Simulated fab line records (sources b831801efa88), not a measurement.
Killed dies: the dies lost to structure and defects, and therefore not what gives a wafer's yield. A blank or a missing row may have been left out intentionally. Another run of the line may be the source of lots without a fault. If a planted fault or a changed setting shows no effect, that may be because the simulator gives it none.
fab line records + flow sky130
[record]
- lots = 11
- wafers = 33
- last-day = 50
route steps=708 shown VIA2@522 METAL3@534 METAL5@676 PASSIVATION@684
lots untouched by any fault: they come from a run of this same line in which no faults occurred
start-h: hours from the record's first day to the start of the lot's first wafer shown + wait-h: time in hours since the lot's previous step + " as in the row above + L1.1+2: one row covering several wafers at once + - no value, or no start given + * or withheld: withheld + < > ~ a bound
route shown NAME@n: names a module that has steps shown in the file, with the first one's number in the route + usual: the fault-free wafers' mean and standard deviation + same: alike in all rows + chamber/n: place in a boat + sites: each site's reading + _std_site: standard deviation of those values + _edge_site: outer sites' mean less inner sites' + radius-mm: for every site, how far away it sits from the centre of the wafer + mask NAME#n: copy n + behind: tool/chamber where the wafer was last shaped + hold: why the lot was held/for how many hours/how that ended + device: the n, p or np transistor that did not switch + end of line: the route-end tests of the same wafers + where a step has no rows: the recipe by itself + killed: not the wafer's yield, but the dies lost to structure and defects at the first sort + map: a wafer's dies, marking killed ones x, the rest . and places with no die _
set.NAME: setting as actually run; set.NAME@STEP: the setting as run at that earlier step + model.NAME: the simulator's own value behind a step, which no gauge read
route steps across a sampled set of lots; one table per step, one row per wafer
services: a tool's chamber out of use, with start hour (start-h, from the record's first day; less than 0 if before it), hours out, and reason
[[steps]]
[step SKY_VIA2_ETCH_15]
[recipe]
- target = SiO2
- chemistry = C4F8/O2/Ar
- target-depth-nm = 546
- stop-on = TiN
- mask-material = KrF-thick
- source-w = 1500
- bias-w = 1200
- pressure-mtorr = 40
- c4f8-flow-sccm = withheld
- O2_flow_sccm = 6
- Ar_flow_sccm = 300
- time-s = 84
[usual]
- oes-product-au = 0.940/0.0048
| lot.wafer | tool        | chamber | start-h | wait-h | oes-product-au | rf-hours-counter-h |
|-----------|-------------|---------|---------|--------|----------------|--------------------|
| L801.2    | rie-diel-04 | 3       | 856.36  | 0.0    | 0.944          | 10                 |
| L801.3    | "           | 2       | "       | "      | 0.944          | 10                 |
| L801.4    | "           | 0       | "       | "      | 0.939          | 18                 |
| L802.2    | rie-diel-02 | 0       | 860.93  | 0.0    | 0.938          | 16                 |
| L802.4    | "           | 2       | "       | "      | 0.934          | 22                 |
| L802.5    | "           | 1       | "       | "      | 0.939          | -                  |
| L805.2    | rie-diel-02 | 2       | 894.26  | 0.0    | 0.946          | 23                 |
| L805.3    | "           | 1       | "       | "      | 0.941          | 4                  |
| L805.6    | "           | 2       | "       | "      | 0.946          | -                  |
| L808.1    | rie-diel-01 | 0       | 904.83  | 0.0    | 0.937          | 9                  |
| L808.3    | "           | 1       | "       | "      | 0.951          | 26                 |
| L808.4    | "           | 3       | "       | "      | 0.935          | 3                  |
| L809.1    | rie-diel-02 | 1       | 917.93  | 0.0    | 0.941          | 5                  |
| L809.3    | "           | 2       | "       | "      | 0.936          | 24                 |
| L809.4    | "           | 0       | "       | "      | 0.948          | 18                 |
| L810.1    | rie-diel-02 | 2       | 922.86  | 0.0    | 0.940          | 24                 |
| L810.2    | "           | 1       | "       | "      | 0.942          | 5                  |
| L810.5    | "           | 2       | "       | "      | 0.940          | -                  |
| L812.3    | rie-diel-04 | 0       | 940.71  | 0.0    | 0.948          | 20                 |
| L812.5    | "           | 3       | "       | "      | 0.939          | -                  |
| L812.6    | "           | 2       | "       | "      | 0.942          | -                  |
| L813.1    | rie-diel-01 | 1       | 946.28  | 0.0    | 0.936          | 27                 |
| L813.3    | "           | 2       | "       | "      | 0.938          | 2                  |
| L813.4    | "           | 2       | "       | "      | 0.936          | -                  |
| L819.1    | rie-diel-04 | 0       | 987.78  | 0.0    | 0.947          | 21                 |
| L819.4    | "           | 3       | "       | "      | 0.934          | 14                 |
| L819.6    | "           | 3       | "       | "      | 0.938          | -                  |
| L821.2    | rie-diel-01 | 2       | 1004.18 | 0.0    | 0.940          | 5                  |
| L821.5    | "           | 3       | "       | "      | 0.944          | -                  |
| L821.6    | "           | 2       | "       | "      | 0.950          | -                  |
| L823.3    | rie-diel-04 | 3       | 1006.01 | 0.0    | 0.939          | 15                 |
| L823.4    | "           | 2       | "       | "      | 0.940          | 13                 |
| L823.5    | "           | 3       | "       | "      | 0.940          | -                  |
[step SKY_METAL3_SPUTTER_02]
[recipe]
- material = AlCu
- target-thk-nm = 735
- power-w = 10600
- time-s = 39.1
- chamber-pressure-pa = 0.4
[usual]
- cathode-dc-power-W = 10600/1.8
- throttle-valve-pct = 30.0/1.3
| lot.wafer | tool           | chamber | start-h | wait-h | cathode-dc-power-W | throttle-valve-pct |
|-----------|----------------|---------|---------|--------|--------------------|--------------------|
| L801.2    | pvd-sputter-01 | -       | 857.74  | 0.0    | 10603              | 31.2               |
| L801.3    | "              | -       | "       | "      | 10600              | 27.1               |
| L801.4    | "              | -       | "       | "      | 10598              | 27.6               |
| L802.2    | pvd-sputter-03 | -       | 862.31  | 0.0    | 10599              | 30.3               |
| L802.4    | "              | -       | "       | "      | 10601              | 28.9               |
| L802.5    | "              | -       | "       | "      | 10598              | 28.3               |
| L805.2    | pvd-sputter-01 | -       | 895.65  | 0.0    | 10600              | 31.4               |
| L805.3    | "              | -       | "       | "      | 10600              | 31.5               |
| L805.6    | "              | -       | "       | "      | 10596              | 31.5               |
| L808.1    | pvd-sputter-01 | -       | 906.35  | 0.0    | 10602              | 31.5               |
| L808.3    | "              | -       | "       | "      | 10598              | 31.3               |
| L808.4    | "              | -       | "       | "      | 10603              | 30.1               |
| L809.1    | pvd-sputter-01 | -       | 919.31  | 0.0    | 10600              | 31.5               |
| L809.3    | "              | -       | "       | "      | 10600              | 31.3               |
| L809.4    | "              | -       | "       | "      | 10601              | 30.3               |
| L810.1    | pvd-sputter-01 | -       | 924.27  | 0.0    | 10598              | 31.3               |
| L810.2    | "              | -       | "       | "      | 10603              | 31.5               |
| L810.5    | "              | -       | "       | "      | 10599              | 27.6               |
| L812.3    | pvd-sputter-03 | -       | 944.66  | 0.0    | 10601              | 28.6               |
| L812.5    | "              | -       | "       | "      | 10597              | 28.6               |
| L812.6    | "              | -       | "       | "      | 10601              | 30.3               |
| L813.1    | pvd-sputter-03 | -       | 947.92  | 0.0    | 10600              | 30.0               |
| L813.3    | "              | -       | "       | "      | 10599              | 28.7               |
| L813.4    | "              | -       | "       | "      | 10598              | 30.3               |
| L819.1    | pvd-sputter-02 | -       | 989.26  | 0.0    | 10605              | 28.8               |
| L819.4    | "              | -       | "       | "      | 10599              | 31.1               |
| L819.6    | "              | -       | "       | "      | 10600              | 31.1               |
| L821.2    | pvd-sputter-03 | -       | 1005.59 | 0.0    | 10598              | 28.8               |
| L821.5    | "              | -       | "       | "      | 10599              | 30.3               |
| L821.6    | "              | -       | "       | "      | 10601              | 30.0               |
| L823.3    | pvd-sputter-02 | -       | 1008.22 | 0.0    | 10600              | 28.7               |
| L823.4    | "              | -       | "       | "      | 10597              | 31.3               |
| L823.5    | "              | -       | "       | "      | 10600              | 29.0               |
[step SKY_METAL5_METAL_ETCH_15]
[recipe]
- target-depth-a = 12600
- stop-on = SiO2
- over-etch-frac = 0.2
- time-s = 252
- chemistry = Cl2/BCl3
- resist-sidewall-deg = 86
- pressure-mtorr = 10
- icp-w = 900
- bias-w = 48.5
- Cl2_flow_sccm = 60
- bcl3-flow-sccm = 30
[usual]
- drypump-motor-current-A = 5.6/0.46
- oes-product-au = 0.894/0.0055
- throttle-valve-pct = 22.264/0.0093
| lot.wafer | tool         | chamber | start-h | wait-h | drypump-motor-current-A | oes-product-au | rf-hours-counter-h | throttle-valve-pct |
|-----------|--------------|---------|---------|--------|-------------------------|----------------|--------------------|--------------------|
| L801.2    | rie-metal-02 | 1       | 1036.77 | 0.0    | 6.3                     | 0.882          | 21                 | 22.259             |
| L801.3    | "            | 1       | "       | "      | 6.3                     | 0.898          | -                  | 22.245             |
| L801.4    | "            | 0       | "       | "      | 5.2                     | 0.896          | -                  | 22.265             |
| L802.2    | rie-metal-04 | 0       | 1042.11 | 0.0    | 5.9                     | 0.887          | 15                 | 22.281             |
| L802.4    | "            | 0       | "       | "      | 5.9                     | 0.897          | -                  | 22.262             |
| L802.5    | "            | 0       | "       | "      | 5.9                     | 0.891          | -                  | 22.251             |
| L805.2    | rie-metal-04 | 1       | 1070.64 | 0.0    | 5.2                     | 0.894          | 0                  | 22.262             |
| L805.3    | "            | 0       | "       | "      | 5.9                     | 0.904          | -                  | 22.265             |
| L805.6    | "            | 0       | "       | "      | 5.9                     | 0.891          | -                  | 22.266             |
| L808.1    | rie-metal-02 | 0       | 1077.40 | 0.1    | 5.2                     | 0.886          | 16                 | 22.265             |
| L808.3    | "            | 0       | "       | "      | 5.2                     | 0.898          | -                  | 22.253             |
| L808.4    | "            | 0       | "       | "      | 5.2                     | 0.895          | -                  | 22.241             |
| L809.1    | rie-metal-04 | 1       | 1086.52 | 0.0    | 5.2                     | 0.892          | 1                  | 22.247             |
| L809.3    | "            | 1       | "       | "      | 5.2                     | 0.892          | -                  | 22.277             |
| L809.4    | "            | 0       | "       | "      | 5.9                     | 0.887          | -                  | 22.257             |
| L810.1    | rie-metal-02 | 0       | 1093.55 | 0.1    | 5.2                     | 0.892          | 19                 | 22.268             |
| L810.2    | "            | 0       | "       | "      | 5.2                     | 0.896          | -                  | 22.250             |
| L810.5    | "            | 0       | "       | "      | 5.2                     | 0.893          | -                  | 22.280             |
| L812.3    | rie-metal-02 | 1       | 1107.80 | 0.1    | 6.3                     | 0.896          | -                  | 22.265             |
| L812.5    | "            | 1       | "       | "      | 6.3                     | 0.891          | -                  | 22.288             |
| L812.6    | "            | 0       | "       | "      | 5.2                     | 0.894          | -                  | 22.250             |
| L813.1    | rie-metal-02 | 0       | 1111.07 | 0.0    | 5.3                     | 0.899          | 21                 | 22.267             |
| L813.3    | "            | 1       | "       | "      | 6.3                     | 0.907          | -                  | 22.260             |
| L813.4    | "            | 0       | "       | "      | 5.3                     | 0.898          | -                  | 22.269             |
| L819.1    | rie-metal-02 | 1       | 1146.11 | 0.0    | 6.3                     | 0.898          | 4                  | 22.251             |
| L819.4    | "            | 1       | "       | "      | 6.3                     | 0.895          | -                  | 22.249             |
| L819.6    | "            | 1       | "       | "      | 6.4                     | 0.888          | -                  | 22.251             |
| L821.2    | rie-metal-04 | 0       | 1160.31 | 0.0    | 6.0                     | 0.887          | 25                 | 22.264             |
| L821.5    | "            | 0       | "       | "      | 6.0                     | 0.890          | -                  | 22.268             |
| L821.6    | "            | 1       | "       | "      | 5.2                     | 0.895          | -                  | 22.278             |
| L823.3    | rie-metal-03 | 1       | 1161.69 | 0.1    | 5.0                     | 0.896          | -                  | 22.268             |
| L823.4    | "            | 0       | "       | "      | 6.0                     | 0.884          | -                  | 22.254             |
| L823.5    | "            | 1       | "       | "      | 5.0                     | 0.894          | -                  | 22.249             |
[step SKY_METAL5_STRIP_16]
[recipe]
- chemistry = O2/N2
- power-w = 1400
- pressure-mtorr = 1500
- platen-temp-c = withheld
- o2-flow-sccm = 3000
- n2-flow-sccm = 300
- overash-fraction = 0.5
[usual]
- drypump-motor-current-A = 5.34/0.16
- n2-flow-sccm = 299.9/0.86
- oes-product-au = 0.711/0.005
- strip-time-to-endpoint-s = 13.11/0.088
| lot.wafer | tool            | chamber | start-h | wait-h | drypump-motor-current-A | n2-flow-sccm | oes-product-au | rf-hours-counter-h | strip-time-to-endpoint-s |
|-----------|-----------------|---------|---------|--------|-------------------------|--------------|----------------|--------------------|--------------------------|
| L801.2    | plasma-asher-02 | 0       | 1037.00 | 0.2    | 5.69                    | 300.0        | 0.714          | 30                 | 13.11                    |
| L801.3    | "               | 0       | "       | "      | 5.72                    | 299.4        | 0.717          | -                  | 13.07                    |
| L801.4    | "               | 1       | "       | "      | 5.36                    | 299.9        | 0.703          | -                  | 13.15                    |
| L802.2    | plasma-asher-04 | 1       | 1042.35 | 0.2    | 5.16                    | 299.6        | 0.714          | 117                | 13.19                    |
| L802.4    | "               | 1       | "       | "      | 5.18                    | 299.7        | 0.713          | -                  | 13.16                    |
| L802.5    | "               | 1       | "       | "      | 5.22                    | 301.9        | 0.709          | -                  | 13.08                    |
| L805.2    | plasma-asher-01 | 0       | 1070.88 | 0.2    | 5.22                    | 300.3        | 0.707          | 62                 | 12.97                    |
| L805.3    | "               | 0       | "       | "      | 5.22                    | 300.0        | 0.702          | -                  | 13.24                    |
| L805.6    | "               | 0       | "       | "      | 5.22                    | 300.3        | 0.709          | -                  | 13.28                    |
| L808.1    | plasma-asher-02 | 1       | 1077.87 | 0.4    | 5.41                    | 299.8        | 0.714          | 34                 | 12.97                    |
| L808.3    | "               | 1       | "       | "      | 5.37                    | 299.1        | 0.712          | -                  | 13.10                    |
| L808.4    | "               | 0       | "       | "      | 5.70                    | 299.7        | 0.713          | -                  | 13.01                    |
| L809.1    | plasma-asher-02 | 0       | 1086.75 | 0.2    | 5.72                    | 298.2        | 0.710          | 36                 | 12.95                    |
| L809.3    | "               | 1       | "       | "      | 5.38                    | 299.7        | 0.709          | -                  | 13.01                    |
| L809.4    | "               | 0       | "       | "      | 5.72                    | 298.9        | 0.710          | -                  | 13.16                    |
| L810.1    | plasma-asher-02 | 1       | 1094.02 | 0.4    | 5.39                    | 299.5        | 0.708          | 36                 | 13.05                    |
| L810.2    | "               | 0       | "       | "      | 5.71                    | 300.8        | 0.718          | 36                 | 13.18                    |
| L810.5    | "               | 0       | "       | "      | 5.69                    | 300.6        | 0.719          | -                  | 13.18                    |
| L812.3    | plasma-asher-01 | 1       | 1107.99 | 0.1    | 5.31                    | 300.3        | 0.722          | -                  | 13.26                    |
| L812.5    | "               | 0       | "       | "      | 5.24                    | 301.4        | 0.715          | -                  | 13.15                    |
| L812.6    | "               | 1       | "       | "      | 5.32                    | 299.5        | 0.705          | -                  | 13.21                    |
| L813.1    | plasma-asher-04 | 1       | 1111.30 | 0.2    | 5.19                    | 299.4        | 0.665          | 4                  | 10.55                    |
| L813.3    | "               | 1       | "       | "      | 5.18                    | 301.7        | 0.679          | -                  | 10.60                    |
| L813.4    | "               | 0       | "       | "      | 5.19                    | 300.2        | 0.673          | -                  | 10.60                    |
| L819.1    | plasma-asher-01 | 1       | 1146.35 | 0.2    | 5.31                    | 300.0        | 0.656          | 70                 | 10.36                    |
| L819.4    | "               | 1       | "       | "      | 5.32                    | 299.2        | 0.650          | -                  | 10.29                    |
| L819.6    | "               | 0       | "       | "      | 5.24                    | 300.9        | 0.642          | -                  | 10.22                    |
| L821.2    | plasma-asher-01 | 1       | 1160.55 | 0.2    | 5.33                    | 299.3        | 0.716          | 72                 | 13.22                    |
| L821.5    | "               | 1       | "       | "      | 5.29                    | 300.1        | 0.713          | -                  | 13.11                    |
| L821.6    | "               | 0       | "       | "      | 5.27                    | 300.0        | 0.695          | -                  | 12.99                    |
| L823.3    | plasma-asher-02 | 0       | 1161.88 | 0.1    | 5.74                    | 298.1        | 0.709          | -                  | 13.14                    |
| L823.4    | "               | 1       | "       | "      | 5.41                    | 299.7        | 0.708          | -                  | 13.01                    |
| L823.5    | "               | 1       | "       | "      | 5.39                    | 300.4        | 0.705          | -                  | 13.15                    |
[step SKY_PASSIVATION_THK_MEAS_03]
[recipe]
- reads = Si3N4_of_PASSIVATION_CVD_02
[usual]
- PASSIVATION_CVD_02_THK = 540/7.7
| lot.wafer | tool          | chamber | start-h | wait-h | PASSIVATION_CVD_02_THK[nm] |
|-----------|---------------|---------|---------|--------|----------------------------|
| L801.2    | film-metro-02 | -       | 1037.97 | -      | 540                        |
| L801.3    | "             | -       | "       | "      | 540                        |
| L801.4    | "             | -       | "       | "      | 548                        |
| L802.2    | film-metro-01 | -       | 1043.30 | -      | 538                        |
| L802.4    | "             | -       | "       | "      | 538                        |
| L802.5    | "             | -       | "       | "      | 545                        |
| L805.2    | film-metro-01 | -       | 1071.79 | -      | 530                        |
| L805.3    | "             | -       | "       | "      | 536                        |
| L805.6    | "             | -       | "       | "      | 532                        |
| L808.1    | film-metro-03 | -       | 1078.96 | -      | 539                        |
| L808.3    | "             | -       | "       | "      | 530                        |
| L808.4    | "             | -       | "       | "      | 538                        |
| L809.1    | film-metro-02 | -       | 1087.68 | -      | 534                        |
| L809.3    | "             | -       | "       | "      | 543                        |
| L809.4    | "             | -       | "       | "      | 546                        |
| L810.1    | film-metro-02 | -       | 1094.98 | -      | 551                        |
| L810.2    | "             | -       | "       | "      | 536                        |
| L810.5    | "             | -       | "       | "      | 550                        |
| L812.3    | film-metro-02 | -       | 1108.88 | -      | 523                        |
| L812.5    | "             | -       | "       | "      | 536                        |
| L812.6    | "             | -       | "       | "      | 544                        |
| L813.1    | film-metro-03 | -       | 1112.23 | -      | 522                        |
| L813.3    | "             | -       | "       | "      | 539                        |
| L813.4    | "             | -       | "       | "      | 533                        |
| L819.1    | film-metro-01 | -       | 1147.26 | -      | 536                        |
| L819.4    | "             | -       | "       | "      | 533                        |
| L819.6    | "             | -       | "       | "      | 547                        |
| L821.2    | film-metro-01 | -       | 1161.46 | -      | 531                        |
| L821.5    | "             | -       | "       | "      | 542                        |
| L821.6    | "             | -       | "       | "      | 547                        |
| L823.3    | film-metro-03 | -       | 1162.77 | -      | 529                        |
| L823.4    | "             | -       | "       | "      | 546                        |
| L823.5    | "             | -       | "       | "      | 536                        |
[[services]]
| tool            | chamber | start-h | hours | kind   |
|-----------------|---------|---------|-------|--------|
| pvd-sputter-03  | -       | 833.22  | 2.7   | repair |
| rie-diel-02     | 1       | 834.85  | 6.6   | repair |
| rie-diel-02     | 2       | 843.31  | 2.1   | repair |
| pvd-sputter-03  | -       | 865.72  | 6.2   | repair |
| pvd-sputter-01  | -       | 878.44  | 4.8   | repair |
| rie-diel-02     | -       | 901.33  | 2.8   | pm     |
| rie-diel-02     | 2       | 923.05  | 2.4   | repair |
| rie-diel-02     | 2       | 942.38  | 8.4   | repair |
| plasma-asher-01 | -       | 961.05  | 5.9   | repair |
| plasma-asher-01 | -       | 975.02  | 0.5   | repair |
| rie-diel-04     | 3       | 980.33  | 1.7   | repair |
| plasma-asher-02 | -       | 996.57  | 1.5   | repair |
| rie-metal-04    | -       | 1026.06 | 14.6  | pm     |
| plasma-asher-01 | -       | 1064.93 | 1.2   | repair |
| pvd-sputter-01  | -       | 1090.68 | 8.8   | repair |
| rie-diel-04     | -       | 1090.76 | 1.4   | repair |
| pvd-sputter-01  | -       | 1090.89 | 1.3   | repair |
| rie-diel-04     | 0       | 1093.95 | 2.5   | repair |
| plasma-asher-01 | -       | 1109.68 | 4.9   | repair |
| rie-metal-02    | 0       | 1121.12 | 4.7   | repair |
| plasma-asher-02 | -       | 1126.02 | 14.6  | pm     |
| rie-metal-02    | 1       | 1134.66 | 6.9   | repair |
| plasma-asher-02 | -       | 1140.62 | 15.6  | pm     |
| plasma-asher-02 | -       | 1154.59 | 0.7   | repair |
[[key]]
[first-sign]
- step = SKY_METAL5_STRIP_16
- reading = strip-time-to-endpoint-s
- direction = down
- sigmas = 30
- usual = *
- struck = *
[effect]
- step = SKY_METAL5_STRIP_16
- reading = oes-product-au
- direction = down
- sigmas = 10
- usual = 0.711
- struck = 0.661
met-at SKY_METAL5_METAL_ETCH_15
struck-lots L813,L819
[loop-trim]
- step = SKY_VIA2_EXPOSE_09
- setting = dose
- lots = L819
not-acting-at SKY_VIA2_ETCH_15,SKY_METAL3_SPUTTER_02,SKY_PASSIVATION_THK_MEAS_03
onset-between 1107.80 1111.07
[fault]
- kind = process-parameter-drift
- tool = rie-metal-02
- chamber = -
- onset-h = 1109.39
- steps = SKY_METAL5_METAL_ETCH_15
- channel = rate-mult
- offset = 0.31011
- shape = step
- end-h = 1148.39
// loop-trim: a control loop set the setting to another value than it would have without faults
